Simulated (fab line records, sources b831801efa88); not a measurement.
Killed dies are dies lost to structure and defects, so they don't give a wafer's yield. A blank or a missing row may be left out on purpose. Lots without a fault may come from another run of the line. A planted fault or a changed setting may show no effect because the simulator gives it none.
A struck lot beside a sound one | flow gf180mcu | 23 steps out of a route of 602
Sound: wafers L715.1, L715.2, L715.4. Struck: wafers L718.3, L718.4, L718.6. The cause comes at the end.
At each step with rows: each side's tool, then ch and its chambers, then its first start. Under that, the readings that differ: sound wafers | struck wafers | difference of the means | sigmas: that difference in standard deviations of wafers without a fault.
alike: readings whose means differ by less than 2 such deviations, and words and numbers that are the same on both sides. not compared: withheld readings, readings that some wafer has no value for, bounds like >300 that may hide the same value, and numbers for which the record gives no deviation and whose values overlap.
The two part at a step that has a row with sigmas, a row that says differs or no value, or rows on one side only. Numbers that don't overlap but have no deviation are shown without sigmas and don't part them. A reading that every wafer of one side lacks parts them only if that side has two wafers or more.

GF_V5_RS_MEAS_24: measures by four-point-probe.
  sound on film_metro-04, day 31 09:15; struck on film_metro-04, day 32 03:49
  alike: V5_W_RS
GF_V5_THK_MEAS_25: measures by xrf.
  sound on film_metro-04, day 31 09:22; struck on film_metro-04, day 32 03:55
  alike: V5_W_THK
GF_V5_CMP_26: polishes, stops on SiO2, t overpolish 15 s, target thk 0 nm.
  sound on cmp-01 ch 0,1,2, day 31 09:26; struck on cmp-02 ch 0,1,2, day 32 04:11
  alike: motor_current_A, overpolish_run_s, platen_rpm, time_to_endpoint_s
GF_TOP_METAL_SPUTTER_00: material Ti, target thk 37.5 nm, time 150 s.
  sound on pvd_sputter-04, day 31 09:44; struck on pvd_sputter-02, day 32 04:23
  alike: throttle_valve_pct
GF_TOP_METAL_SPUTTER_01: material TiN, target thk 30 nm, time 25 s.
  sound on pvd_sputter-04, day 31 09:50; struck on pvd_sputter-02, day 32 04:29
  alike: throttle_valve_pct
GF_TOP_METAL_SPUTTER_02: material AlCu, target thk 900 nm, time 47.82 s.
  sound on pvd_sputter-04, day 31 09:52; struck on pvd_sputter-02, day 32 04:31
  alike: throttle_valve_pct
GF_TOP_METAL_SPUTTER_03: material Ti, target thk 5 nm, time 3.3 s.
  sound on pvd_sputter-04, day 31 09:55; struck on pvd_sputter-02, day 32 04:34
  alike: throttle_valve_pct
then, 1 step without rows for these wafers: GF_TOP_METAL_SPUTTER_04 (material TiN, target thk 25 nm, time 20.8 s).
GF_TOP_METAL_RS_MEAS_05: measures by four-point-probe.
  sound on film_metro-01, day 31 09:57; struck on film_metro-03, day 32 04:39
  alike: TOP_METAL_ALCU_RS
GF_TOP_METAL_THK_MEAS_06: measures by xrf.
  sound on film_metro-01, day 31 10:04; struck on film_metro-03, day 32 04:45
  alike: TOP_METAL_ALCU_THK
then, 2 steps without rows for these wafers: GF_TOP_METAL_DEHYDRATE_07 (time 60 s); GF_TOP_METAL_HMDS_08 (prime time 60 s).
GF_TOP_METAL_COAT_09: resist thk 1500 nm.
  sound on litho_track-03 ch 0, day 31 18:27; struck on litho_track-04 ch 0, day 32 13:12
  reading                                        | sound          | struck         | difference | sigmas
  model.NOVOLAK_of_TOP_METAL_COAT_09.thk_nm (nm) | 1496 1496 1495 | 1430 1434 1431 | -64        |
then, 4 steps without rows for these wafers: GF_TOP_METAL_SOFTBAKE_10 (time 60 s); GF_TOP_METAL_EXPOSE_11 (exposes mask MetalTop, target cd 440 nm); GF_TOP_METAL_PEB_12; GF_TOP_METAL_DEVELOP_13 (develop time 60 s).
GF_TOP_METAL_CD_MEAS_14: target cd 440 nm.
  sound on cd_sem-01, day 32 02:24; struck on cd_sem-01, day 32 21:20
  alike: cd_nm
GF_TOP_METAL_OVL_MEAS_15:
  sound on overlay-02, day 32 02:31; struck on overlay-02, day 32 21:26
  alike: TOP_METAL_OVL
GF_TOP_METAL_METAL_ETCH_16: etches the open film in Cl2/BCl3, stops on SiO2, target depth 1197 nm, time 199.5 s.
  sound on rie_metal-03 ch 0,1, day 32 02:33; struck on rie_metal-01 ch 0,1, day 32 21:31
  reading                                        | sound          | struck            | difference | sigmas
  model.NOVOLAK_of_TOP_METAL_COAT_09.thk_nm (nm) | 1025 1021 1019 | 955.6 952.8 956.8 | -66.6      |
  alike: drypump_motor_current_A, oes_product_au, rf_fwd_power_W, throttle_valve_pct
  not compared: rf_hours_counter_h
GF_TOP_METAL_STRIP_17: strips in O2/N2.
  sound on plasma_asher-02 ch 0,1, day 32 02:44; struck on plasma_asher-02 ch 0,1, day 32 21:41
  reading                      | sound             | struck            | difference | sigmas
  strip_time_to_endpoint_s (s) | 12.96 12.89 12.90 | 12.22 12.21 12.24 | -0.69      | -9
  alike: drypump_motor_current_A, heater_power_w, o2_flow_sccm, oes_product_au
  not compared: rf_hours_counter_h
then, 1 step without rows for these wafers: GF_TOP_METAL_STRIP_18 (strips in post etch residue remover, time 1200 s).
GF_PASSIVATION_PROBE_99:
  the record has rows for the struck wafers here (prober-02, day 33 16:17) and none for the sound ones

WHERE THEY PART
First at GF_TOP_METAL_STRIP_17; last, within this record, at GF_PASSIVATION_PROBE_99.

WHY: what the simulator had put in
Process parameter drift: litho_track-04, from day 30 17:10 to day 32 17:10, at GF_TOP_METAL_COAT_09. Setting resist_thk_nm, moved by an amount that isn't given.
